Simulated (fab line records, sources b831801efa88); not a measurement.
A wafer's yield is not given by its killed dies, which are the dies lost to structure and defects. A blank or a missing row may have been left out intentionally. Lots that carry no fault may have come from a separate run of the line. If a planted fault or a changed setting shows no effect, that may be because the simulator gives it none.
fab line records    flow sky130
record lots=15  wafers=45  last_day=50
route steps=708 shown VT_ADJUST_NCORE@130 SONOS_ONO@171 POLY_GATE@226
lots that met no fault: taken from a fault-free run of the same line
start_h: the number of hours between the record's first day and the start of the first shown wafer of the lot    wait_h: hours elapsed since this lot's preceding step    " same as the row above    L1.1+2: several wafers, shown together as one row    - no value, or no start given    * or withheld: withheld    < > ~ a bound
route shown NAME@n: NAME is a module with steps in the file, n the number in the route of the first one    usual: the fault-free wafers' mean and standard deviation    same: alike in all rows    chamber/n: place in a boat    sites: readings site by site    _std_site: standard deviation across them    _edge_site: outer sites' mean less inner sites'    radius_mm: how far each site lies from the wafer's centre    mask NAME#n: copy n    behind: the last tool/chamber to shape the wafer    hold: cause of the lot's hold/its duration in hours/its outcome    device: whichever transistor did not switch (one of n, p or np)    end of line: the route-end tests of the same wafers    a step given without rows: its recipe and nothing more    killed: not the wafer's yield, but the dies lost to structure and defects at the first sort    map: the dies of a wafer, with x for killed, . for not killed, _ for no die there
set.NAME: the run value of the setting; set.NAME@STEP: its run value at that earlier step    model.NAME: the simulator's own value behind a step, which no gauge read
a sample of lots followed through the steps of the route, with each step as a table and each wafer as a row
services: a tool's chamber out of use, with start hour (start_h, from the record's first day; less than 0 if before it), hours out, and reason
## steps
# step SKY_VT_ADJUST_NCORE_TW_MEAS_11
# usual VT_ADJUST_NCORE_TW=219.0/1.3
lot.wafer  tool           chamber  start_h  wait_h  VT_ADJUST_NCORE_TW
L482.2     film_metro-04  -        180.57   0.1     218.5
L482.3     "              -        "        "       219.3
L482.4     "              -        "        "       218.2
L483.2     film_metro-04  -        184.99   0.1     219.3
L483.3     "              -        "        "       219.0
L483.6     "              -        "        "       219.1
L485.2     film_metro-03  -        201.58   0.1     217.8
L485.3     "              -        "        "       217.4
L485.6     "              -        "        "       216.5
L487.1     film_metro-04  -        228.11   0.1     220.8
L487.3     "              -        "        "       220.9
L487.4     "              -        "        "       221.6
L488.2     film_metro-04  -        237.23   0.1     220.8
L488.5     "              -        "        "       221.1
L488.6     "              -        "        "       220.8
L489.2     film_metro-01  -        243.75   0.1     218.9
L489.5     "              -        "        "       220.0
L489.6     "              -        "        "       219.9
L490.1     film_metro-01  -        253.24   0.1     219.3
L490.5     "              -        "        "       219.0
L490.6     "              -        "        "       219.2
L491.1     film_metro-01  -        261.36   0.1     221.3
L491.3     "              -        "        "       220.2
L491.5     "              -        "        "       220.0
L492.1     film_metro-04  -        265.37   0.1     218.7
L492.4     "              -        "        "       220.0
L492.6     "              -        "        "       219.9
L493.1     film_metro-04  -        274.08   0.1     217.9
L493.3     "              -        "        "       219.0
L493.5     "              -        "        "       218.3
L494.2     film_metro-03  -        280.66   0.1     217.8
L494.3     "              -        "        "       218.3
L494.6     "              -        "        "       217.8
L497.1     film_metro-03  -        302.01   0.1     218.4
L497.3     "              -        "        "       219.9
L497.6     "              -        "        "       218.7
L501.1     film_metro-03  -        340.57   0.1     216.2
L501.4     "              -        "        "       217.3
L501.6     "              -        "        "       217.4
L503.1     film_metro-03  -        358.40   0.1     216.3
L503.5     "              -        "        "       217.3
L503.6     "              -        "        "       215.6
L502.2     film_metro-01  -        359.33   0.1     217.5
L502.3     "              -        "        "       218.7
L502.6     "              -        "        "       218.4
# step SKY_SONOS_ONO_THK_MEAS_03
# recipe reads=Si3N4_of_SONOS_ONO_CVD_02
# usual SONOS_ONO_CVD_02_THK=10.48/0.15
lot.wafer  tool           chamber  start_h  wait_h  SONOS_ONO_CVD_02_THK[nm]
L482.2     film_metro-04  -        255.39   0.0     10.68
L482.3     "              -        "        "       10.80
L482.4     "              -        "        "       10.76
L483.2     film_metro-03  -        260.25   0.0     10.48
L483.3     "              -        "        "       10.42
L483.6     "              -        "        "       10.37
L485.2     film_metro-01  -        278.20   0.0     10.41
L485.3     "              -        "        "       10.39
L485.6     "              -        "        "       10.43
L487.1     film_metro-01  -        308.01   0.0     10.49
L487.3     "              -        "        "       10.39
L487.4     "              -        "        "       10.29
L488.2     film_metro-03  -        317.30   0.0     10.43
L488.5     "              -        "        "       10.48
L488.6     "              -        "        "       10.54
L489.2     film_metro-01  -        326.48   0.0     10.71
L489.5     "              -        "        "       10.78
L489.6     "              -        "        "       10.74
L490.1     film_metro-01  -        337.28   0.0     10.40
L490.5     "              -        "        "       10.37
L490.6     "              -        "        "       10.32
L491.1     film_metro-03  -        343.59   0.0     10.55
L491.3     "              -        "        "       10.64
L491.5     "              -        "        "       10.64
L492.1     film_metro-01  -        349.65   0.0     10.54
L492.4     "              -        "        "       10.45
L492.6     "              -        "        "       10.45
L493.1     film_metro-01  -        360.43   0.0     10.50
L493.3     "              -        "        "       10.43
L493.5     "              -        "        "       10.49
L494.2     film_metro-01  -        367.37   0.0     10.37
L494.3     "              -        "        "       10.49
L494.6     "              -        "        "       10.52
L497.1     film_metro-01  -        394.33   0.0     10.43
L497.3     "              -        "        "       10.43
L497.6     "              -        "        "       10.48
L501.1     film_metro-03  -        431.16   0.0     10.46
L501.4     "              -        "        "       10.41
L501.6     "              -        "        "       10.39
L503.1     film_metro-04  -        450.00   0.0     10.46
L503.5     "              -        "        "       10.55
L503.6     "              -        "        "       10.58
L502.2     film_metro-03  -        450.01   0.0     10.56
L502.3     "              -        "        "       10.64
L502.6     "              -        "        "       10.56
# step SKY_SONOS_ONO_STRIP_17
# recipe chemistry=O2/N2  power_w=1400  pressure_mtorr=1500  platen_temp_c=withheld  o2_flow_sccm=3000  n2_flow_sccm=300  overash_fraction=0.5
# usual drypump_motor_current_A=5.9/0.52  oes_product_au=0.710/0.0048  strip_time_to_endpoint_s=14.11/0.044
lot.wafer  tool             chamber  start_h  wait_h  drypump_motor_current_A  oes_product_au  rf_hours_counter_h  strip_time_to_endpoint_s
L482.2     plasma_asher-03  0        282.62   0.0     5.7                      0.713           16                  14.06
L482.3     "                1        "        "       5.3                      0.711           -                   14.07
L482.4     "                0        "        "       5.7                      0.712           -                   14.02
L483.2     plasma_asher-03  1        286.83   0.0     5.3                      0.704           17                  14.09
L483.3     "                1        "        "       5.3                      0.703           -                   14.11
L483.6     "                0        "        "       5.7                      0.712           -                   14.08
L485.2     plasma_asher-04  1        318.98   0.0     5.1                      0.710           63                  14.06
L485.3     "                1        "        "       5.1                      0.707           -                   14.01
L485.6     "                0        "        "       6.3                      0.715           -                   14.07
L487.1     plasma_asher-03  0        336.18   0.0     5.7                      0.713           21                  14.09
L487.3     "                0        "        "       5.8                      0.715           -                   14.09
L487.4     "                1        "        "       5.3                      0.712           -                   14.09
L488.2     plasma_asher-02  1        345.79   0.0     6.3                      0.707           54                  14.10
L488.5     "                0        "        "       6.4                      0.711           -                   14.10
L488.6     "                1        "        "       6.3                      0.716           -                   14.10
L489.2     plasma_asher-04  1        355.42   0.0     5.0                      0.714           67                  14.12
L489.5     "                0        "        "       6.3                      0.712           -                   14.10
L489.6     "                1        "        "       5.1                      0.711           -                   14.06
L490.1     plasma_asher-04  0        366.92   0.0     6.3                      0.717           69                  14.14
L490.5     "                0        "        "       6.3                      0.709           -                   14.15
L490.6     "                1        "        "       5.0                      0.713           -                   14.16
L491.1     plasma_asher-02  1        373.73   0.0     6.3                      0.708           56                  14.09
L491.3     "                0        "        "       6.4                      0.703           -                   14.10
L491.5     "                1        "        "       6.3                      0.713           -                   14.08
L492.1     plasma_asher-04  1        378.32   0.0     5.1                      0.709           70                  14.15
L492.4     "                0        "        "       6.3                      0.722           -                   14.13
L492.6     "                1        "        "       5.1                      0.715           -                   14.12
L494.2     plasma_asher-02  0        431.98   0.0     6.4                      0.707           62                  14.08
L494.3     "                1        "        "       6.3                      0.710           -                   14.13
L494.6     "                1        "        "       6.3                      0.709           -                   14.09
L493.1     plasma_asher-03  1        432.33   0.0     5.3                      0.709           28                  14.08
L493.3     "                0        "        "       5.7                      0.704           -                   14.10
L493.5     "                1        "        "       5.3                      0.714           -                   14.12
L497.1     plasma_asher-04  1        432.63   0.0     5.0                      0.710           0                   14.16
L497.3     "                0        "        "       6.3                      0.709           -                   14.13
L497.6     "                1        "        "       5.1                      0.703           -                   14.17
L501.1     plasma_asher-04  0        463.58   0.0     6.3                      0.714           3                   14.07
L501.4     "                0        "        "       6.3                      0.713           -                   14.13
L501.6     "                1        "        "       5.0                      0.707           -                   14.13
L502.2     plasma_asher-02  0        481.77   0.0     6.4                      0.715           67                  14.12
L502.3     "                0        "        "       6.4                      0.707           -                   14.09
L502.6     "                0        "        "       6.4                      0.700           -                   14.10
L503.1     plasma_asher-03  0        481.78   0.0     5.7                      0.706           33                  14.16
L503.5     "                0        "        "       5.8                      0.708           -                   14.15
L503.6     "                1        "        "       5.3                      0.708           -                   14.14
# step SKY_POLY_GATE_DEVELOP_12
# recipe develop_time_s=60  resist=KrF-thick  dev_temp_c=21
# usual chill_plate_temp_C=23.00/0.1  develop_time_s=60/0
lot.wafer  tool            chamber  start_h  wait_h  chill_plate_temp_C  develop_time_s
L482.2     litho_track-03  0        369      -       23.18               60
L482.3     "               0        "        "       23.05               60
L482.4     "               0        "        "       23.25               60
L483.2     litho_track-03  0        384      -       23.06               60
L483.3     "               0        "        "       22.98               60
L483.6     "               0        "        "       23.08               60
L485.2     litho_track-03  0        411      -       22.91               60
L485.3     "               0        "        "       22.99               60
L485.6     "               0        "        "       23.00               60
L487.1     litho_track-03  0        430      -       22.96               60
L487.3     "               0        "        "       23.09               60
L487.4     "               0        "        "       23.04               60
L488.2     litho_track-03  0        445      -       22.98               60
L488.5     "               0        "        "       22.99               60
L488.6     "               0        "        "       22.92               60
L489.2     litho_track-03  0        458      -       23.02               60
L489.5     "               0        "        "       22.92               60
L489.6     "               0        "        "       22.88               60
L490.1     litho_track-02  0        466      -       23.08               60
L490.5     "               0        "        "       22.96               60
L490.6     "               0        "        "       23.13               60
L491.1     litho_track-03  0        473      -       23.07               60
L491.3     "               0        "        "       22.92               60
L491.5     "               0        "        "       22.89               60
L492.1     litho_track-03  -        479      -       -                   -
L492.4     "               -        "        "       -                   -
L492.6     "               -        "        "       -                   -
L494.2     litho_track-04  -        534      -       -                   -
L494.3     "               -        "        "       -                   -
L494.6     "               -        "        "       -                   -
L497.1     litho_track-03  -        536      -       -                   -
L497.3     "               -        "        "       -                   -
L497.6     "               -        "        "       -                   -
L493.1     litho_track-02  0        536      -       23.09               60
L493.3     "               0        "        "       23.10               60
L493.5     "               0        537      -       23.20               60
L501.1     litho_track-03  0        564      -       23.14               60
L501.4     "               0        "        "       23.05               60
L501.6     "               0        "        "       22.98               60
L503.1     litho_track-04  0        584      -       23.11               60
L503.5     "               0        "        "       23.03               60
L503.6     "               0        "        "       23.21               60
L502.2     litho_track-02  0        584      -       22.98               60
L502.3     "               0        "        "       22.97               60
L502.6     "               0        "        "       22.87               60
## services
tool             chamber  start_h  hours  kind
plasma_asher-04  -        279.86   3.0    repair
plasma_asher-03  -        340.07   28.1   pm
plasma_asher-02  -        351.22   9.2    repair
plasma_asher-03  -        403.30   1.7    repair
plasma_asher-04  -        421.25   9.0    pm
plasma_asher-04  0        421.25   9.0    vent_cycle
plasma_asher-04  1        421.25   9.0    vent_cycle
plasma_asher-04  0        430.25   -      clean
plasma_asher-04  1        430.25   -      clean
plasma_asher-02  -        442.98   0.7    repair
plasma_asher-03  -        453.29   5.7    repair
plasma_asher-04  -        473.47   1.1    repair
plasma_asher-02  -        504.87   1.4    repair
plasma_asher-03  -        508.74   1.7    repair
plasma_asher-02  -        554.88   2.8    pm
## key
first_sign step=SKY_POLY_GATE_DEVELOP_12  reading=tool_record  direction=missing
effect none on later readings
met_at SKY_POLY_GATE_DEVELOP_12
struck_lots L492,L494,L497
later_rows_left_out L492.1,L492.4,L492.6,L494.2,L494.3,L494.6,L497.1,L497.3,L497.6
sort_left_out L492.1,L492.4,L492.6,L494.2,L494.3,L494.6,L497.1,L497.3,L497.6
tester_left_out L492,L494,L497
not_acting_at SKY_VT_ADJUST_NCORE_TW_MEAS_11,SKY_SONOS_ONO_THK_MEAS_03,SKY_SONOS_ONO_STRIP_17
onset_between 473 479
fault kind=skipped_step_whole  tool=litho_track-03,litho_track-04  chamber=-  onset_h=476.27  steps=SKY_POLY_GATE_DEVELOP_12  scope=struck_lots_only
# tester_left_out: of these lots the tester's yield and bins aren't shown, on N5 and GAA mostly nor the transistor test; their killed dies are dies lost to structure and defects alone, not to doping, threshold or leakage, so they don't give the yield
# sort_left_out: the simulated sort isn't trusted on such a fault, so these wafers' sort isn't shown, and their yield isn't known
# later_rows_left_out: the simulator's readings of these wafers behind a module that went badly wrong aren't trusted and aren't shown, but for the sort
